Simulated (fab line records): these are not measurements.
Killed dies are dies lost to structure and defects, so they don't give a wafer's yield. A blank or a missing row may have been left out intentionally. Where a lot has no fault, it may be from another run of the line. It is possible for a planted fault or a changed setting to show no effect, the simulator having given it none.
Which tool was responsible? | flow gf180mcu | 11 lots, 33 wafers sampled, at 3 steps of a route of 602

## WHAT THE GAUGES SHOWED, per wafer
GF_V4_THK_MEAS_25: measures by xrf.
lot  | measured     | on            | V4_W_THK (nm)
L834 | day 24 19:59 | film-metro-03 | 353 352 354
L835 | day 25 07:47 | film-metro-03 | 354 357 356
L837 | day 25 22:51 | film-metro-01 | 348 351 349
L839 | day 26 21:20 | film-metro-04 | 357 358 353
L847 | day 29 07:05 | film-metro-03 | 360 352 357
L848 | day 29 11:09 | film-metro-01 | 354 353 358
L849 | day 29 14:40 | film-metro-01 | 350 353 346
L851 | day 30 02:44 | film-metro-01 | 349 347 347
L853 | day 30 22:48 | film-metro-01 | 347 350 347
L855 | day 31 07:29 | film-metro-04 | 359 351 355
L856 | day 31 12:42 | film-metro-01 | 356 352 355

## WHAT TOOL EACH LOT RAN ON (gives the tool, then ch and the chambers of the sampled wafers, and finally the start)
lot  | GF_V4_STRIP_18                       | GF_V4_CVD_23
L834 | plasma-asher-03 ch 0,1, day 24 19:07 | cvd-w-01 ch 0,1, day 24 19:46
L835 | plasma-asher-03 ch 0,1, day 25 06:54 | cvd-w-01 ch 0,1, day 25 07:34
L837 | plasma-asher-01 ch 0,1, day 25 21:58 | cvd-w-01 ch 0,1, day 25 22:37
L839 | plasma-asher-03 ch 0,1, day 26 20:28 | cvd-w-02 ch 0,1, day 26 21:07
L847 | plasma-asher-03 ch 0,1, day 29 06:13 | cvd-w-01 ch 1, day 29 06:51
L848 | plasma-asher-03 ch 0,1, day 29 10:17 | cvd-w-01 ch 0,1, day 29 10:56
L849 | plasma-asher-01 ch 0,1, day 29 13:39 | cvd-w-02 ch 0,1, day 29 14:25
L851 | plasma-asher-01 ch 0,1, day 30 01:49 | cvd-w-02 ch 0,1, day 30 02:29
L853 | plasma-asher-03 ch 0,1, day 30 21:55 | cvd-w-02 ch 0,1, day 30 22:34
L855 | plasma-asher-04 ch 0,1, day 31 06:38 | cvd-w-02 ch 0,1, day 31 07:17
L856 | plasma-asher-04 ch 0,1, day 31 11:49 | cvd-w-01 ch 1, day 31 12:28
- GF_V4_STRIP_18: strips in O2/N2.
- GF_V4_CVD_23: deposits W, target thk 350 nm, time 104.9 s.

## THE ANSWER, worked out from the rows above alone
Rule: the lots themselves supply what counts as usual. Put in order of their means at a reading, lots are off if they are a third of the lots or fewer, leave a main group of 4 or more, and stand apart from it by a gap of 3 or more times the standard deviation of the main group's means; of several such gaps the widest counts. If all means in a main group match to the digits the tables above print for the reading, that group is not used. A lot without any number at a reading at which 4 lots or more have one is off too. Where the step has rows for the other lots, those lots are counted as sound.
No lot is off at any reading shown: from this, nothing can be told.

## WHAT THE SIMULATOR HAD INSERTED
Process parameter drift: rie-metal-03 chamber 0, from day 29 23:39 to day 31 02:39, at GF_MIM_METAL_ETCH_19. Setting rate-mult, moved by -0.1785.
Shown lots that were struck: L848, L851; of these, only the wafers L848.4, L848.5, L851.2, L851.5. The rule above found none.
